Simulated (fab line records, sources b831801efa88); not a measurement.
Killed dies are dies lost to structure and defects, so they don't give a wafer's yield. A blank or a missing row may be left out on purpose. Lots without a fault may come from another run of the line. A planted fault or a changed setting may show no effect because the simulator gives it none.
Which tool did it? | flow sky130 | 13 lots, 39 wafers sampled, at 4 steps of a route of 708

WHAT THE GAUGES READ, wafer by wafer
SKY_PWDE_OVL_MEAS_07.
lot  | measured    | on         | PWDE_OVL (nm)
L268 | day 4 01:04 | overlay-01 | 1.3 0.8 0.7
L271 | day 4 15:14 | overlay-01 | -0.6 0.8 0.2
L273 | day 5 08:08 | overlay-01 | -0.7 -0.2 -0.4
L275 | day 5 17:48 | overlay-02 | -0.6 -1.9 -1.1
L276 | day 5 22:43 | overlay-02 | -0.7 1.2 -1.4
L277 | day 6 03:35 | overlay-02 | -0.8 -1.1 -2.7
L280 | day 6 20:49 | overlay-01 | -1.3 -0.8 -2.7
L282 | day 7 10:13 | overlay-02 | -1.2 -2.3 1.0
L283 | day 7 11:53 | overlay-01 | -1.0 0.2 -1.4
L285 | day 8 01:26 | overlay-01 | 0.5 -0.9 -0.8
L286 | day 8 04:28 | overlay-01 | 1.3 1.1 2.4
L288 | day 8 20:20 | overlay-01 | 1.8 -0.1 -0.3
L289 | day 9 06:10 | overlay-01 | -1.7 1.3 1.7

SKY_VT_ADJUST_HVTR_CD_MEAS_07: target cd 380 nm.
lot  | measured     | on        | cd_nm (nm)
L268 | day 9 15:13  | cd_sem-02 | 381.1 381.1 381.8
L271 | day 10 11:22 | cd_sem-01 | 380.8 380.8 379.0
L273 | day 11 10:35 | cd_sem-01 | 381.0 379.3 379.3
L275 | day 12 01:19 | cd_sem-01 | 379.2 379.6 376.4
L276 | day 12 05:43 | cd_sem-02 | 377.1 378.5 379.0
L277 | day 12 13:02 | cd_sem-01 | 381.9 381.3 381.3
L280 | day 13 10:17 | cd_sem-02 | 375.3 376.3 378.0
L282 | day 14 02:44 | cd_sem-01 | 382.2 382.5 382.2
L283 | day 14 05:46 | cd_sem-02 | 378.7 376.3 374.3
L285 | day 14 22:31 | cd_sem-02 | 378.9 377.0 375.7
L286 | day 15 03:13 | cd_sem-02 | 385.2 383.1 384.0
L288 | day 15 22:39 | cd_sem-01 | 378.7 378.0 381.3
L289 | day 16 11:16 | cd_sem-01 | 380.8 381.6 380.1

WHICH TOOL RAN EACH LOT (tool, then ch and the chambers of the sampled wafers, then the start)
lot  | SKY_VT_ADJUST_LVTN_SOFTBAKE_14    | SKY_VT_ADJUST_NCORE_STRIP_10
L268 | litho_track-04 ch 0, day 7 11:40  | plasma_asher-01 ch 0,1, day 8 18:11
L271 | litho_track-01 ch 0, day 8 04:08  | plasma_asher-01 ch 0,1, day 9 12:42
L273 | litho_track-01 ch 0, day 9 01:11  | plasma_asher-03 ch 0,1, day 10 10:52
L275 | litho_track-01 ch 0, day 9 13:52  | plasma_asher-04 ch 0,1, day 11 01:26
L276 | litho_track-01 ch 0, day 9 19:25  | plasma_asher-03 ch 0,1, day 11 05:31
L277 | litho_track-01 ch 0, day 10 01:56 | plasma_asher-03 ch 0,1, day 11 13:14
L280 | litho_track-03 ch 0, day 10 21:10 | plasma_asher-04 ch 0,1, day 12 09:56
L282 | litho_track-04 ch 0, day 11 13:59 | plasma_asher-03 ch 0,1, day 13 02:50
L283 | litho_track-03 ch 0, day 11 16:08 | plasma_asher-03 ch 0,1, day 13 05:37
L285 | litho_track-04 ch 0, day 12 07:52 | plasma_asher-01 ch 0,1, day 13 22:10
L286 | litho_track-04 ch 0, day 12 13:52 | plasma_asher-04 ch 0,1, day 14 02:25
L288 | litho_track-04 ch 0, day 13 07:22 | plasma_asher-04 ch 0,1, day 14 21:51
L289 | litho_track-01 ch 0, day 13 18:58 | plasma_asher-03 ch 0,1, day 15 09:19
- SKY_VT_ADJUST_LVTN_SOFTBAKE_14: time 60 s.
- SKY_VT_ADJUST_NCORE_STRIP_10: strips in O2/N2.

WHAT THE TOOLS THEMSELVES READ (means of the sampled wafers that have a number; where no wafer has one, the mark that the record gives instead)
SKY_VT_ADJUST_LVTN_SOFTBAKE_14.
lot  | tool           | heater_power_total_W (W) | resist_line_temp_C (C) | run_length_s (s)
L268 | litho_track-04 | 56.60                    | 22.98                  | 88.88
L271 | litho_track-01 | 56.59                    | 23.02                  | 89.20
L273 | litho_track-01 | 56.60                    | 22.93                  | 89.40
L275 | litho_track-01 | 57.50                    | 23.11                  | 86.47
L276 | litho_track-01 | 57.58                    | 23.05                  | 86.37
L277 | litho_track-01 | 57.61                    | 23.07                  | 86.40
L280 | litho_track-03 | 56.61                    | 22.92                  | 89.42
L282 | litho_track-04 | 56.59                    | 22.91                  | 88.88
L283 | litho_track-03 | 56.61                    | 22.99                  | 89.44
L285 | litho_track-04 | 56.65                    | 22.92                  | 88.91
L286 | litho_track-04 | 56.59                    | 23.01                  | 89.01
L288 | litho_track-04 | 56.60                    | 23.12                  | 88.92
L289 | litho_track-01 | 56.58                    | 23.04                  | 89.48

SKY_VT_ADJUST_NCORE_STRIP_10.
lot  | tool            | drypump_motor_current_A (A) | oes_product_au (a.u.) | strip_time_to_endpoint_s (s)
L268 | plasma_asher-01 | 5.6                         | 0.715                 | 14.20
L271 | plasma_asher-01 | 5.9                         | 0.716                 | 14.16
L273 | plasma_asher-03 | 5.9                         | 0.717                 | 14.18
L275 | plasma_asher-04 | 6.2                         | 0.716                 | 14.21
L276 | plasma_asher-03 | 6.1                         | 0.716                 | 14.20
L277 | plasma_asher-03 | 6.1                         | 0.718                 | 14.16
L280 | plasma_asher-04 | 5.7                         | 0.713                 | 14.15
L282 | plasma_asher-03 | 6.1                         | 0.717                 | 14.19
L283 | plasma_asher-03 | 6.1                         | 0.716                 | 14.19
L285 | plasma_asher-01 | 5.6                         | 0.716                 | 14.16
L286 | plasma_asher-04 | 5.8                         | 0.721                 | 14.13
L288 | plasma_asher-04 | 6.2                         | 0.714                 | 14.22
L289 | plasma_asher-03 | 6.1                         | 0.720                 | 14.25

THE ANSWER, worked out from the rows above alone
Rule: what is usual is taken from the lots themselves. Put in order of their means at a reading, lots are off if they are a third of the lots or fewer, leave a main group of 4 or more, and stand apart from it by a gap of 3 or more times the standard deviation of the main group's means; of several such gaps the widest counts. A main group whose means are all the same, to the digits that the tables above print for the reading, isn't used. A lot without any number at a reading at which 4 lots or more have one is off too. The other lots that the step has rows for count as sound. The gauges are gone through in route order, then the tools' own readings, and for those a lot's mean is taken as printed above. The first step at which some lot is off is used, and at that step the reading that is off furthest; a lot without a number counts as furthest.
Off: L275, L276, L277, at SKY_VT_ADJUST_LVTN_SOFTBAKE_14 (heater_power_total_W). The main group: mean 56.60 W, standard deviation 0.018.
A tool fits if, at that step or a process step before it, it ran every lot that is off, and no sound lot after the first of them. None of those tried fits.

WHAT THE SIMULATOR HAD PUT IN
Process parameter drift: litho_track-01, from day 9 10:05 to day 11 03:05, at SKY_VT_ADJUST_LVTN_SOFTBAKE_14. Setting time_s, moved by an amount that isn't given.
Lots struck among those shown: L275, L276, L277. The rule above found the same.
